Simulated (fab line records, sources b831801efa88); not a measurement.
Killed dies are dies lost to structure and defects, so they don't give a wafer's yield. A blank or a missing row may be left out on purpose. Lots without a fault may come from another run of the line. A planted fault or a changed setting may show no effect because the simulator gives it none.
A struck lot beside a sound one | flow gf180mcu | 14 steps out of a route of 602
Sound: wafers L152.2, L152.3, L152.5. Struck: wafers L155.1, L155.5, L155.6. The cause comes at the end.
At each step with rows: each side's tool, then ch and its chambers, then its first start. Under that, the readings that differ: sound wafers | struck wafers | difference of the means | sigmas: that difference in standard deviations of wafers without a fault.
alike: readings whose means differ by less than 2 such deviations, and words and numbers that are the same on both sides. not compared: withheld readings, readings that some wafer has no value for, bounds like >300 that may hide the same value, and numbers for which the record gives no deviation and whose values overlap.
The two part at a step that has a row with sigmas, a row that says differs or no value, or rows on one side only. Numbers that don't overlap but have no deviation are shown without sigmas and don't part them. A reading that every wafer of one side lacks parts them only if that side has two wafers or more.

first, 2 steps without rows for these wafers: GF_HV_LDD_PEB_44; GF_HV_LDD_DEVELOP_45 (develop time 60 s).
GF_HV_LDD_CD_MEAS_46: target cd 400 nm.
  sound on cd_sem-02, day 13 22:06; struck on cd_sem-02, day 15 02:55
  alike: cd_nm
GF_HV_LDD_OVL_MEAS_47:
  sound on overlay-02, day 13 22:12; struck on overlay-01, day 15 03:02
  alike: HV_LDD_03_OVL
then, 1 step without rows for these wafers: GF_HV_LDD_IMPLANT_48.
GF_HV_LDD_STRIP_49: strips in O2/N2.
  sound on plasma_asher-03 ch 0,1, day 13 22:23; struck on plasma_asher-03 ch 0,1, day 15 03:13
  alike: chamber_pressure_mTorr, drypump_motor_current_A, heater_power_w, oes_product_au, strip_time_to_endpoint_s
  not compared: rf_hours_counter_h
GF_HV_LDD_TW_MEAS_50:
  sound on film_metro-01, day 13 22:29; struck on film_metro-01, day 15 03:19
  alike: HV_LDD_4_TW
then, 1 step without rows for these wafers: GF_HV_LDD_CLEAN_51 (cleans in SC1/SC2, time 150 s).
GF_HV_LDD_RTA_52: time 10 s.
  sound on rtp_anneal-02 ch 0, day 13 22:36; struck on rtp_anneal-01 ch 0, day 15 03:25
  alike: lamp_power_pct, wafer_temp_C_max
GF_HV_LDD_RS_MEAS_53: measures by four-point-probe.
  sound on film_metro-04, day 13 22:41; struck on film_metro-03, day 15 03:29
  alike: HV_LDD_RS
then, 1 step without rows for these wafers: GF_HV_LDD_CVD_54 (deposits SiO2 from TEOS, target thk 10 nm, time 75 s).
GF_HV_LDD_THK_MEAS_55:
  sound on film_metro-04, day 13 23:49; struck on film_metro-03, day 15 04:38
  alike: HV_LDD_CVD_54_THK
GF_HV_LDD_CVD_56: deposits Si3N4 from DCS/NH3, target thk 90 nm, time 1543 s.
  sound on lpcvd-01 ch 0, day 13 23:52; struck on lpcvd-01 ch 1, day 15 04:41
  no value came back on the struck wafers for pressure_mtorr (mTorr), spike_tc_bottom_C (C); on the sound wafers pressure_mtorr (mTorr) reads 250.1 249.7 250.4
GF_PASSIVATION_PROBE_99:
  the record has rows for the sound wafers here (prober-01, day 30 13:55) and none for the struck ones

WHERE THEY PART
First at GF_HV_LDD_CVD_56; last, within this record, at GF_PASSIVATION_PROBE_99.

WHY: what the simulator had put in
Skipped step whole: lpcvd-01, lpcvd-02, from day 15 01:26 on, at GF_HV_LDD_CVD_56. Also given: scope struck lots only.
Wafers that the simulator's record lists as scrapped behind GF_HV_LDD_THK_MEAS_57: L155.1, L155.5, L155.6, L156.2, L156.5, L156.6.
